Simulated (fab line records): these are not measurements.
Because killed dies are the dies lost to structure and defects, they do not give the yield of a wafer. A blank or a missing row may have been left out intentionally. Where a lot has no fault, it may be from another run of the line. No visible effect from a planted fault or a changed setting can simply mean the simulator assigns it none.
Which of the tools did it? ; flow gf180mcu ; at 1 step of a route of 602, 13 lots with 39 wafers sampled

## WHAT EACH GAUGE READ, for each wafer
Not one reading of a measure or inspect step in the record can be checked against a usual standard deviation.

## EACH LOT AND THE TOOL THAT RAN IT (in order: tool; ch and the chambers of the sampled wafers; start)
lot;GF_STI_WET_ETCH_28
L100;wet bench-01 ch 1, day 2 03:58
L101;wet bench-01 ch 1, day 2 09:20
L103;wet bench-04 ch 2, day 2 20:02
L108;wet bench-01 ch 2, day 3 22:28
L115;wet bench-03 ch 1, day 5 09:50
L116;wet bench-03 ch 1, day 5 16:04
L117;wet bench-04 ch 0, day 5 20:08
L118;wet bench-04 ch 2, day 6 01:13
L119;wet bench-03 ch 3, day 6 08:19
L120;wet bench-01 ch 1, day 6 12:48
L121;wet bench-03 ch 3, day 6 18:32
L122;wet bench-04 ch 2, day 7 02:41
L123;wet bench-04 ch 2, day 7 02:41
- GF_STI_WET_ETCH_28: etches SiO2 in dHF, target depth 20 nm, time 40 s.

## WHAT THE TOOLS THEMSELVES READ (means of the sampled wafers that have a number; where no wafer has one, the mark that the record gives instead)
GF_STI_WET_ETCH_28.
lot;tool;bath heat duty pct (%);run length s (s)
L100;wet bench-01;5.4;72.8
L101;wet bench-01;5.7;73.2
L103;wet bench-04;5.6;66.6
L108;wet bench-01;6.1;49.8
L115;wet bench-03;6.2;67.7
L116;wet bench-03;6.2;67.6
L117;wet bench-04;5.8;66.9
L118;wet bench-04;6.0;66.8
L119;wet bench-03;5.5;66.6
L120;wet bench-01;5.5;66.3
L121;wet bench-03;5.2;72.2
L122;wet bench-04;6.2;66.3
L123;wet bench-04;6.3;66.9

## THE ANSWER, worked out from the rows above alone
Rule: the lots themselves supply what counts as usual. The widest of any qualifying gaps counts: lots, ordered by their means at a reading, are off when they make up no more than a third of the lots, leave a main group of 4 or more, and stand apart from it by 3 or more times the standard deviation of that group's means. A main group is skipped when, at the precision printed for the reading in the tables above, its means are all equal. A lot without any number at a reading at which 4 lots or more have one is off too. Where the step has rows for the other lots, those lots are counted as sound. Order of review: gauges by route order, followed by the tools' own readings, for which a lot's mean as printed above is used. At the first step where some lot is off, the reading lying furthest off is the one used; lots without a number count as furthest.
Off at GF_STI_WET_ETCH_28 (run length s): L108. The main group: mean 68.3 s, standard deviation 2.6.
If a tool, at that step or one of the process steps before it, ran each lot that is off and ran no sound lot following the first of them, it fits. None of those tried fits.

## WHAT HAD BEEN PUT IN BY THE SIMULATOR
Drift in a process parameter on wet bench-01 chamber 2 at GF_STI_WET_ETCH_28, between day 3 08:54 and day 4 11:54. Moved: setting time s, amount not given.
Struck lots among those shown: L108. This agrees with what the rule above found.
